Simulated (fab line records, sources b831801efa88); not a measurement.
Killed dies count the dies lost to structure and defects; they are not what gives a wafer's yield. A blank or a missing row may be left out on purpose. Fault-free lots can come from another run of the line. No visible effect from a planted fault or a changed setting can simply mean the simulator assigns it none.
Chamber matching + flow sky130 + SKY_CONTACT_CMP_27 on cmp-01 has 4 sister chambers
The step polishes, stops on SiO2, t overpolish 15 s, target thk 0 nm. 4 wafers are shown with their chamber, then 7 later ones without.

WAFERS WITH THEIR CHAMBER
| wafer  | chamber | motor current A (A) |
|--------|---------|---------------------|
| L693.1 | 2       | 9.5                 |
| L693.4 | 0       | 11.5                |
| L697.1 | 1       | 10.0                |
| L697.2 | 3       | 10.4                |

WAFERS WITHOUT THEIR CHAMBER
| wafer  | motor current A (A) |
|--------|---------------------|
| L697.4 | 12.0                |
| L711.1 | 10.8                |
| L711.3 | 11.9                |
| L711.4 | 10.2                |
| L712.1 | 10.5                |
| L712.3 | 9.7                 |
| L712.5 | 12.1                |

THE CHAMBER EACH PASSED THROUGH
| wafer  | from the rows above          | in truth |
|--------|------------------------------|----------|
| L697.4 | 0                            | 0        |
| L711.1 | can't be placed: 3 or 0 or 1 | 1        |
| L711.3 | 0                            | 0        |
| L711.4 | can't be placed: 1 or 3 or 2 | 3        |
| L712.1 | can't be placed: 3 or 1      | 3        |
| L712.3 | can't be placed: 2 or 1 or 3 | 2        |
| L712.5 | 0                            | 0        |
Correct placement for 3 of the 7. Unplaceable from these rows: 4, with the true chamber sitting among the candidates in 4. Wrongly placed: 0.
How it was worked out, from the rows above alone: a wafer's distance from a chamber is the root of the sum, over the readings, of the square of ((its reading less the chamber's mean) divided by the reading's scatter). If the next closest chamber is less than 2 further off than the closest, the wafer can't be placed; otherwise it belongs to the closest. For every chamber, the mean is computed from those of its wafers that are shown. The scatter: root of mean squared gap, hidden wafer to nearest shown wafer, with one shown wafer a chamber.
